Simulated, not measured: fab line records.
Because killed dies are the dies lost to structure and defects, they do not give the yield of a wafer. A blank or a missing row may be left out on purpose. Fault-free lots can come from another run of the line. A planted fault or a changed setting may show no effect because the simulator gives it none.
fab line records + flow gf180mcu
record
- lots=13
- wafers=39
- last-day=34
route steps=602 shown V1@353 M2@363 V2@386
lots that met no fault: from a run of the same line without faults
start-h: the number of hours between the record's first day and the start of the first shown wafer of the lot + wait-h: hours since the lot's step before + " same as the row above + L1.1+2: several wafers, shown together as one row + - no value, or no start given + * or withheld: withheld + < > ~ a bound
route shown NAME@n: NAME is a module with steps in the file, n the number in the route of the first one + usual: the fault-free wafers' mean and standard deviation + same: alike in all rows + chamber/n: place in a boat + sites: the reading at each site + _std_site: the values' standard deviation + _edge_site: outer sites' mean less inner sites' + radius-mm: for every site, how far away it sits from the centre of the wafer + mask NAME#n: copy n + behind: the most recent tool/chamber to have shaped the wafer + hold: what put the lot on hold/how long, in hours/how the hold closed + device: the transistor (n, p or np) that didn't switch + end of line: the tests these same wafers got at the end of their route + where a step has no rows: the recipe by itself + killed: at the first sort, the dies lost to defects and structure; wafer yield is something else + map: per-die view of a wafer (x killed, . not killed, _ where there is no die)
set.NAME: the setting that was run; set.NAME@STEP: the one run at that earlier step + model.NAME: the simulator's own value behind a step, which no gauge read
the route's steps for a sample of lots (tables are steps, rows are wafers)
services: from which hour (start-h, from the record's first day; less than 0 if before it) a tool's chamber was out of use, for how many hours, and why
## steps
# step GF_V1_STRIP_18
# recipe
- chemistry=O2/N2
- power-w=1400
- pressure-mtorr=1500
- platen-temp-c=250
- o2-flow-sccm=3000
- n2-flow-sccm=300
- overash-fraction=0.5
# usual
- drypump-motor-current-A=5.8/0.33
- heater-power-w=329/29
- oes-product-au=0.592/0.0046
| lot.wafer | tool            | chamber | start-h | wait-h | drypump-motor-current-A | heater-power-w | oes-product-au | rf-hours-counter-h |
|-----------|-----------------|---------|---------|--------|-------------------------|----------------|----------------|--------------------|
| L627.1    | plasma-asher-03 | 0       | 401.16  | -      | 6.2                     | 297            | 0.586          | 59                 |
| L627.5    | "               | 0       | "       | "      | 6.2                     | 293            | 0.598          | -                  |
| L627.6    | "               | 1       | "       | "      | 5.4                     | 334            | 0.597          | -                  |
| L630.2    | plasma-asher-02 | 1       | 441.96  | -      | 5.5                     | 340            | 0.591          | 1                  |
| L630.4    | "               | 0       | "       | "      | 6.2                     | 333            | 0.586          | -                  |
| L630.6    | "               | 0       | "       | "      | 6.2                     | 336            | 0.593          | -                  |
| L631.2    | plasma-asher-02 | 1       | 449.57  | -      | 5.5                     | 338            | 0.593          | 2                  |
| L631.3    | "               | 0       | "       | "      | 6.2                     | 333            | 0.596          | -                  |
| L631.4    | "               | 1       | "       | "      | 5.5                     | 338            | 0.592          | -                  |
| L634.1    | plasma-asher-03 | 0       | 477.22  | -      | 6.2                     | 307            | 0.586          | 67                 |
| L634.2    | "               | 1       | "       | "      | 5.4                     | 330            | 0.581          | 67                 |
| L634.3    | "               | 0       | "       | "      | 6.1                     | 302            | 0.595          | -                  |
| L635.1    | plasma-asher-01 | 1       | 478.17  | -      | 5.5                     | 295            | 0.584          | 81                 |
| L635.2    | "               | 0       | "       | "      | 5.8                     | 400            | 0.593          | 81                 |
| L635.4    | "               | 1       | "       | "      | 5.5                     | 297            | 0.589          | -                  |
| L639.1    | plasma-asher-01 | 0       | 521.72  | -      | 5.8                     | 377            | 0.594          | 86                 |
| L639.2    | "               | 1       | "       | "      | 5.5                     | 304            | 0.596          | 86                 |
| L639.6    | "               | 0       | "       | "      | 5.8                     | 385            | 0.592          | -                  |
| L640.2    | plasma-asher-01 | 1       | 523.29  | -      | 5.5                     | 300            | 0.591          | 86                 |
| L640.4    | "               | 0       | "       | "      | 5.7                     | 383            | 0.591          | -                  |
| L640.5    | "               | 0       | "       | "      | 5.8                     | 392            | 0.582          | -                  |
| L641.1    | plasma-asher-03 | 0       | 533.70  | -      | 6.1                     | 294            | 0.593          | 73                 |
| L641.2    | "               | 1       | "       | "      | 5.5                     | 331            | 0.607          | 73                 |
| L641.3    | "               | 1       | "       | "      | 5.5                     | 325            | 0.586          | -                  |
| L642.4    | plasma-asher-02 | 0       | 539.22  | -      | 6.2                     | 333            | 0.605          | -                  |
| L642.5    | "               | 1       | "       | "      | 5.5                     | 340            | 0.595          | -                  |
| L642.6    | "               | 0       | "       | "      | 6.2                     | 330            | 0.593          | -                  |
| L645.1    | plasma-asher-02 | 1       | 564.62  | -      | 5.5                     | 337            | 0.593          | 14                 |
| L645.4    | "               | 1       | "       | "      | 5.5                     | 342            | 0.586          | -                  |
| L645.5    | "               | 1       | "       | "      | 5.5                     | 341            | 0.599          | -                  |
| L646.1    | plasma-asher-02 | 0       | 579.89  | -      | 6.2                     | 335            | 0.593          | 15                 |
| L646.2    | "               | 1       | "       | "      | 5.5                     | 346            | 0.592          | 15                 |
| L646.6    | "               | 0       | "       | "      | 6.2                     | 338            | 0.597          | -                  |
| L648.1    | plasma-asher-03 | 1       | 584.85  | -      | 5.4                     | 317            | 0.594          | 78                 |
| L648.2    | "               | 0       | "       | "      | 6.2                     | 302            | 0.592          | 78                 |
| L648.4    | "               | 0       | "       | "      | 6.2                     | 301            | 0.599          | -                  |
| L649.2    | plasma-asher-03 | 1       | 596.75  | -      | 5.5                     | 328            | 0.592          | 79                 |
| L649.3    | "               | 1       | "       | "      | 5.5                     | 327            | 0.587          | -                  |
| L649.5    | "               | 1       | "       | "      | 5.5                     | 327            | 0.588          | -                  |
# step GF_M2_SPUTTER_01
# recipe
- material=TiN
- target-thk-nm=30
- power-w=6500
- time-s=25
- chamber-pressure-pa=0.4
# usual
- throttle-valve-pct=30.3/0.99
| lot.wafer | tool           | chamber | start-h | wait-h | throttle-valve-pct |
|-----------|----------------|---------|---------|--------|--------------------|
| L627.1    | pvd-sputter-03 | -       | 402.48  | 0.1    | 30.8               |
| L627.5    | "              | -       | "       | "      | 31.2               |
| L627.6    | "              | -       | "       | "      | 31.4               |
| L630.2    | pvd-sputter-04 | -       | 443.28  | 0.1    | 29.8               |
| L630.4    | "              | -       | "       | "      | 29.1               |
| L630.6    | "              | -       | "       | "      | 31.0               |
| L631.2    | pvd-sputter-03 | -       | 450.90  | 0.1    | 30.9               |
| L631.3    | "              | -       | "       | "      | 31.9               |
| L631.4    | "              | -       | "       | "      | 30.3               |
| L634.1    | pvd-sputter-02 | -       | 478.55  | 0.1    | 28.1               |
| L634.2    | "              | -       | "       | "      | 30.9               |
| L634.3    | "              | -       | "       | "      | 30.3               |
| L635.1    | pvd-sputter-04 | -       | 479.61  | 0.1    | 30.8               |
| L635.2    | "              | -       | "       | "      | 30.6               |
| L635.4    | "              | -       | "       | "      | 28.7               |
| L639.1    | pvd-sputter-03 | -       | 523.08  | 0.1    | 31.3               |
| L639.2    | "              | -       | "       | "      | 31.8               |
| L639.6    | "              | -       | "       | "      | 30.1               |
| L640.2    | pvd-sputter-03 | -       | 524.62  | 0.1    | 30.2               |
| L640.4    | "              | -       | "       | "      | 31.7               |
| L640.5    | "              | -       | "       | "      | 30.1               |
| L641.1    | pvd-sputter-02 | -       | 535.14  | 0.1    | 30.7               |
| L641.2    | "              | -       | "       | "      | 30.5               |
| L641.3    | "              | -       | "       | "      | 29.9               |
| L642.4    | pvd-sputter-04 | -       | 540.55  | 0.1    | 31.1               |
| L642.5    | "              | -       | "       | "      | 30.0               |
| L642.6    | "              | -       | "       | "      | 30.7               |
| L645.1    | pvd-sputter-03 | -       | 566.29  | 0.1    | 31.1               |
| L645.4    | "              | -       | "       | "      | 31.8               |
| L645.5    | "              | -       | "       | "      | 31.9               |
| L646.1    | pvd-sputter-03 | -       | 581.22  | 0.1    | 31.3               |
| L646.2    | "              | -       | "       | "      | 29.8               |
| L646.6    | "              | -       | "       | "      | 30.0               |
| L648.1    | pvd-sputter-02 | -       | 586.52  | 0.1    | 29.7               |
| L648.2    | "              | -       | "       | "      | 30.3               |
| L648.4    | "              | -       | "       | "      | 31.2               |
| L649.2    | pvd-sputter-03 | -       | 598.14  | 0.1    | 31.5               |
| L649.3    | "              | -       | "       | "      | 30.9               |
| L649.5    | "              | -       | "       | "      | 31.4               |
# step GF_M2_OVL_MEAS_15
# usual
- M2_OVL=0/6
| lot.wafer | tool       | chamber | start-h | wait-h | M2_OVL[nm] |
|-----------|------------|---------|---------|--------|------------|
| L627.1    | overlay-02 | -       | 427.06  | 0.1    | 9          |
| L627.5    | "          | -       | "       | "      | 15         |
| L627.6    | "          | -       | "       | "      | 13         |
| L630.2    | overlay-01 | -       | 464.70  | 0.1    | -3         |
| L630.4    | "          | -       | "       | "      | -6         |
| L630.6    | "          | -       | "       | "      | -10        |
| L631.2    | overlay-02 | -       | 472.55  | 0.1    | 1          |
| L631.3    | "          | -       | "       | "      | 0          |
| L631.4    | "          | -       | "       | "      | -6         |
| L634.1    | overlay-02 | -       | 503.49  | 0.1    | -5         |
| L634.2    | "          | -       | "       | "      | -9         |
| L634.3    | "          | -       | "       | "      | 1          |
| L635.1    | overlay-01 | -       | 504.49  | 0.1    | 1          |
| L635.2    | "          | -       | "       | "      | -3         |
| L635.4    | "          | -       | "       | "      | -9         |
| L639.1    | overlay-02 | -       | 546.51  | 0.1    | -1         |
| L639.2    | "          | -       | "       | "      | -9         |
| L639.6    | "          | -       | "       | "      | -6         |
| L640.2    | overlay-01 | -       | 547.46  | 0.1    | -7         |
| L640.4    | "          | -       | "       | "      | -6         |
| L640.5    | "          | -       | "       | "      | -10        |
| L641.1    | overlay-02 | -       | 558.34  | 0.1    | 3          |
| L641.2    | "          | -       | "       | "      | 4          |
| L641.3    | "          | -       | "       | "      | 4          |
| L642.4    | overlay-02 | -       | 563.23  | 0.1    | -1         |
| L642.5    | "          | -       | "       | "      | -6         |
| L642.6    | "          | -       | "       | "      | -3         |
| L645.1    | overlay-01 | -       | 588.46  | 0.1    | -3         |
| L645.4    | "          | -       | "       | "      | 2          |
| L645.5    | "          | -       | "       | "      | -2         |
| L646.1    | overlay-01 | -       | 602.66  | 0.1    | -1         |
| L646.2    | "          | -       | "       | "      | 2          |
| L646.6    | "          | -       | "       | "      | 2          |
| L648.1    | overlay-02 | -       | 608.51  | 0.1    | 7          |
| L648.2    | "          | -       | "       | "      | 4          |
| L648.4    | "          | -       | "       | "      | 2          |
| L649.2    | overlay-01 | -       | 619.71  | 0.1    | -1         |
| L649.3    | "          | -       | "       | "      | -10        |
| L649.5    | "          | -       | "       | "      | -3         |
# step GF_V2_CMP_04
# recipe
- material=SiO2
- down-force-psi=4
- platen-rpm=60
- pad-velocity-m-s=0.94248
# usual
- edge-zone-pressure-frac=1.000/0.0049
- head-pressure-psi=3.999/0.0082
- motor-current-A=12.4/0.56
- time-to-endpoint-s=79/5.1
| lot.wafer | tool   | chamber | start-h | wait-h | edge-zone-pressure-frac | head-pressure-psi | motor-current-A | time-to-endpoint-s |
|-----------|--------|---------|---------|--------|-------------------------|-------------------|-----------------|--------------------|
| L627.1    | cmp-01 | 0       | 428.17  | 0.2    | 1.002                   | 3.990             | 10.9            | 75                 |
| L627.6    | "      | 1       | "       | "      | 1.005                   | 3.993             | 12.1            | 78                 |
| L627.5    | "      | 2       | "       | "      | 0.997                   | 4.012             | 12.5            | 82                 |
| L630.2    | cmp-01 | 1       | 465.65  | 0.0    | 0.993                   | 3.998             | 12.9            | 74                 |
| L630.4    | "      | 3       | "       | "      | 1.006                   | 3.982             | 12.4            | 79                 |
| L630.6    | "      | 2       | "       | "      | 1.002                   | 3.996             | 12.5            | 78                 |
| L631.2    | cmp-01 | 1       | 473.50  | 0.0    | 1.002                   | 3.998             | 12.5            | 68                 |
| L631.4    | "      | 2       | "       | "      | 0.994                   | 4.003             | 12.0            | 76                 |
| L631.3    | "      | 3       | "       | "      | 1.003                   | 4.003             | 12.4            | 73                 |
| L634.1    | cmp-02 | 3       | 504.45  | 0.1    | 1.006                   | 3.994             | 12.5            | 78                 |
| L634.2    | "      | 1       | "       | "      | 0.998                   | 4.008             | 13.1            | 80                 |
| L634.3    | "      | 2       | "       | "      | 0.992                   | 3.992             | 12.6            | 79                 |
| L635.1    | cmp-01 | 0       | 505.58  | 0.1    | 0.994                   | 3.996             | 11.5            | 82                 |
| L635.2    | "      | 1       | "       | "      | 1.002                   | 4.003             | 12.6            | 79                 |
| L635.4    | "      | 2       | "       | "      | 0.995                   | 3.995             | 12.0            | 86                 |
| L639.1    | cmp-01 | 2       | 547.57  | 0.1    | 0.998                   | 4.007             | 13.4            | 75                 |
| L639.2    | "      | 0       | "       | "      | 0.997                   | 4.002             | 11.9            | 83                 |
| L639.6    | "      | 2       | "       | "      | 0.996                   | 3.996             | 12.6            | 82                 |
| L640.4    | cmp-02 | 3       | 548.42  | 0.0    | -                       | -                 | -               | -                  |
| L640.2    | "      | 2       | "       | "      | -                       | -                 | -               | -                  |
| L640.5    | "      | 0       | "       | "      | -                       | -                 | -               | -                  |
| L641.2    | cmp-02 | 3       | 559.35  | 0.1    | -                       | -                 | -               | -                  |
| L641.1    | "      | 0       | "       | "      | -                       | -                 | -               | -                  |
| L641.3    | "      | 1       | "       | "      | -                       | -                 | -               | -                  |
| L642.4    | cmp-01 | 2       | 564.36  | 0.1    | -                       | -                 | -               | -                  |
| L642.6    | "      | 0       | "       | "      | -                       | -                 | -               | -                  |
| L642.5    | "      | 1       | "       | "      | -                       | -                 | -               | -                  |
| L645.1    | cmp-01 | 3       | 589.51  | 0.1    | 1.006                   | 4.000             | 12.6            | 74                 |
| L645.4    | "      | 2       | "       | "      | 1.006                   | 3.983             | 11.8            | 77                 |
| L645.5    | "      | 0       | "       | "      | 0.996                   | 4.005             | 12.0            | 76                 |
| L646.1    | cmp-02 | 2       | 603.99  | 0.3    | 0.998                   | 4.001             | 12.6            | 83                 |
| L646.2    | "      | 3       | "       | "      | 0.997                   | 3.999             | 12.4            | 81                 |
| L646.6    | "      | 2       | "       | "      | 0.992                   | 3.993             | 11.9            | 87                 |
| L648.1    | cmp-01 | 2       | 609.64  | 0.1    | 1.008                   | 3.995             | 12.1            | 73                 |
| L648.2    | "      | 3       | "       | "      | 0.999                   | 3.976             | 12.0            | 70                 |
| L648.4    | "      | 0       | "       | "      | 0.998                   | 3.997             | 11.6            | 80                 |
| L649.2    | cmp-02 | 1       | 620.80  | 0.1    | 1.007                   | 3.998             | 12.4            | 81                 |
| L649.3    | "      | 2       | "       | "      | 0.998                   | 3.991             | 12.0            | 87                 |
| L649.5    | "      | 0       | "       | "      | 0.990                   | 3.994             | 13.4            | 89                 |
# step GF_V2_BOW_MEAS_05
# recipe
- mode=bow
# usual
- V2_BOW=97/9
| lot.wafer | tool          | chamber | start-h | wait-h | hold                     | V2_BOW[um] |
|-----------|---------------|---------|---------|--------|--------------------------|------------|
| L627.1    | film-metro-02 | -       | 428.32  | 0.1    | -                        | 76         |
| L627.5    | "             | -       | "       | "      | -                        | 88         |
| L627.6    | "             | -       | "       | "      | -                        | 89         |
| L630.2    | film-metro-02 | -       | 465.97  | 0.3    | -                        | 98         |
| L630.4    | "             | -       | "       | "      | -                        | 102        |
| L630.6    | "             | -       | "       | "      | -                        | 106        |
| L631.2    | film-metro-03 | -       | 473.82  | 0.3    | -                        | 113        |
| L631.3    | "             | -       | "       | "      | -                        | 101        |
| L631.4    | "             | -       | "       | "      | -                        | 96         |
| L634.1    | film-metro-03 | -       | 504.75  | 0.2    | -                        | 96         |
| L634.2    | "             | -       | "       | "      | -                        | 106        |
| L634.3    | "             | -       | "       | "      | -                        | 110        |
| L635.1    | film-metro-03 | -       | 505.88  | 0.2    | -                        | 116        |
| L635.2    | "             | -       | "       | "      | -                        | 107        |
| L635.4    | "             | -       | "       | "      | -                        | 102        |
| L639.1    | film-metro-04 | -       | 547.82  | 0.2    | -                        | 92         |
| L639.2    | "             | -       | "       | "      | -                        | 77         |
| L639.6    | "             | -       | "       | "      | -                        | 66         |
| L640.2    | film-metro-02 | -       | 548.74  | 0.1    | await-dispo/0.2h/release | 105        |
| L640.4    | "             | -       | "       | "      | await-dispo/0.2h/release | 105        |
| L640.5    | "             | -       | "       | "      | await-dispo/0.2h/release | 104        |
| L640.2    | film-metro-02 | -       | 549.02  | 0.3    | -                        | -          |
| L640.4    | "             | -       | "       | "      | -                        | -          |
| L640.5    | "             | -       | "       | "      | -                        | -          |
| L641.1    | film-metro-03 | -       | 559.60  | 0.1    | await-dispo/0.2h/release | 100        |
| L641.2    | "             | -       | "       | "      | await-dispo/0.2h/release | 101        |
| L641.3    | "             | -       | "       | "      | await-dispo/0.2h/release | 113        |
| L641.1    | film-metro-03 | -       | 559.89  | 0.3    | -                        | -          |
| L641.2    | "             | -       | "       | "      | -                        | -          |
| L641.3    | "             | -       | "       | "      | -                        | -          |
| L642.4    | film-metro-03 | -       | 564.62  | 0.2    | await-dispo/0.2h/release | 109        |
| L642.5    | "             | -       | "       | "      | await-dispo/0.2h/release | 102        |
| L642.6    | "             | -       | "       | "      | await-dispo/0.2h/release | 111        |
| L642.4    | film-metro-03 | -       | 564.91  | 0.3    | -                        | -          |
| L642.5    | "             | -       | "       | "      | -                        | -          |
| L642.6    | "             | -       | "       | "      | -                        | -          |
| L645.1    | film-metro-02 | -       | 589.81  | 0.2    | -                        | 88         |
| L645.4    | "             | -       | "       | "      | -                        | 95         |
| L645.5    | "             | -       | "       | "      | -                        | 97         |
| L646.1    | film-metro-04 | -       | 604.24  | 0.2    | -                        | 107        |
| L646.2    | "             | -       | "       | "      | -                        | 100        |
| L646.6    | "             | -       | "       | "      | -                        | 112        |
| L648.1    | film-metro-02 | -       | 609.89  | 0.2    | -                        | 106        |
| L648.2    | "             | -       | "       | "      | -                        | 83         |
| L648.4    | "             | -       | "       | "      | -                        | 112        |
| L649.2    | film-metro-03 | -       | 621.02  | 0.2    | -                        | 92         |
| L649.3    | "             | -       | "       | "      | -                        | 99         |
| L649.5    | "             | -       | "       | "      | -                        | 99         |
## services
| tool            | chamber | start-h | hours | kind                           |
|-----------------|---------|---------|-------|--------------------------------|
| pvd-sputter-02  | -       | 381.69  | 18.4  | repair                         |
| pvd-sputter-03  | -       | 400.50  | 1.3   | repair                         |
| cmp-02          | -       | 404.20  | 4.0   | pm                             |
| cmp-02          | -       | 408.20  | -     | consumable-replace:conditioner |
| cmp-02          | -       | 408.20  | -     | consumable-replace:pad         |
| plasma-asher-02 | -       | 421.25  | 9.0   | pm                             |
| plasma-asher-02 | 0       | 421.25  | 9.0   | vent-cycle                     |
| pvd-sputter-02  | -       | 439.97  | 6.6   | repair                         |
| plasma-asher-02 | -       | 456.56  | 2.8   | pm                             |
| cmp-01          | -       | 481.90  | 4.4   | pm                             |
| cmp-02          | -       | 495.75  | 0.7   | repair                         |
| pvd-sputter-02  | -       | 520.44  | 0.5   | repair                         |
| pvd-sputter-03  | 1       | 523.20  | -     | consumable-replace:kit         |
| pvd-sputter-03  | 1       | 523.20  | 18.0  | scheduled-down                 |
| pvd-sputter-03  | 1       | 523.20  | 18.0  | vent-cycle                     |
| plasma-asher-02 | -       | 526.84  | 3.7   | repair                         |
| cmp-02          | -       | 552.60  | 0.4   | repair                         |
| cmp-01          | -       | 572.05  | 4.0   | pm                             |
| cmp-01          | -       | 576.05  | -     | consumable-replace:conditioner |
| cmp-01          | -       | 576.05  | -     | consumable-replace:pad         |
| pvd-sputter-02  | -       | 582.64  | 3.7   | repair                         |
| plasma-asher-01 | -       | 585.38  | 1.0   | repair                         |
| cmp-01          | -       | 597.47  | 11.9  | pm                             |
| pvd-sputter-03  | -       | 619.16  | 4.0   | repair                         |
## key
first-sign
- step=GF_V2_CMP_04
- reading=tool-record
- direction=missing
effect
- step=GF_V2_BOW_MEAS_05
- reading=visit
- direction=added
met-at GF_V2_CMP_04
struck-lots L640,L641,L642
scrapped-behind GF_V2_BOW_MEAS_05 L640.2,L640.4,L640.5,L641.1,L641.2,L641.3,L642.4,L642.5,L642.6
not-acting-at GF_V1_STRIP_18,GF_M2_SPUTTER_01,GF_M2_OVL_MEAS_15
onset-between 547.57 548.42
fault
- kind=skipped-step-whole
- tool=cmp-01,cmp-02
- chamber=-
- onset-h=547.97
- steps=GF_V2_CMP_04
- scope=struck-lots-only
